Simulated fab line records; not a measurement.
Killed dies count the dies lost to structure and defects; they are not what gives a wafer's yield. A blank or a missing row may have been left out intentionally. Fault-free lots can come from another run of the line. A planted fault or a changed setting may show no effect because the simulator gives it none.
What tool caused it?    flow gf180mcu    7 lots with 21 wafers sampled at 3 steps, on a route of 602 steps

## WHAT EACH GAUGE READ, for each wafer
GF_V5_RS_MEAS_24: uses a four-point probe to measure.
lot   measured      on            V5_W_RS (ohm/sq)
L760  day 27 10:32  filmMetro-01  0.321 0.329 0.322
L762  day 28 04:57  filmMetro-03  0.329 0.331 0.331
L765  day 29 08:18  filmMetro-01  0.327 0.329 0.324
L767  day 29 19:51  filmMetro-03  0.324 0.325 0.324
L774  day 31 15:51  filmMetro-02  0.324 0.325 0.326
L778  day 32 19:44  filmMetro-01  0.325 0.334 0.325
L780  day 33 06:17  filmMetro-02  0.327 0.330 0.327

## WHAT TOOL EACH LOT RAN ON (gives the tool, then ch and the chambers of the sampled wafers, and finally the start)
lot   GF_STI_WET_ETCH_28             GF_V5_STRIP_18
L760  wetBench-04 ch 2, day 2 10:12  plasmaAsher-03 ch 0,1, day 27 09:47
L762  wetBench-01 ch 3, day 2 19:47  plasmaAsher-01 ch 0,1, day 28 04:11
L765  wetBench-01 ch 0, day 3 11:46  plasmaAsher-01 ch 0,1, day 29 07:29
L767  wetBench-04 ch 1, day 3 22:25  plasmaAsher-03 ch 1, day 29 18:59
L774  wetBench-04 ch 1, day 5 09:52  plasmaAsher-01 ch 0,1, day 31 15:06
L778  wetBench-03 ch 2, day 6 07:03  plasmaAsher-01 ch 0, day 32 19:00
L780  wetBench-03 ch 3, day 6 16:26  plasmaAsher-02 ch 0,1, day 33 05:28
- GF_STI_WET_ETCH_28: etches SiO2 in dHF, target depth 20 nm, time 40 s.
- GF_V5_STRIP_18: strips in O2/N2.

## THE ANSWER, worked out from the rows above alone
Rule: what is usual is taken from the lots themselves. Put in order of their means at a reading, lots are off if they are a third of the lots or fewer, leave a main group of 4 or more, and stand apart from it by a gap of 3 or more times the standard deviation of the main group's means; of several such gaps the widest counts. A main group is skipped when, at the precision printed for the reading in the tables above, its means are all equal. Also off: a lot with no number at a reading for which 4 or more lots have one. All remaining lots with rows at the step are treated as sound.
Nothing can be told from this: no lot is off at any reading shown.

## WHAT THE SIMULATOR HAD INSERTED
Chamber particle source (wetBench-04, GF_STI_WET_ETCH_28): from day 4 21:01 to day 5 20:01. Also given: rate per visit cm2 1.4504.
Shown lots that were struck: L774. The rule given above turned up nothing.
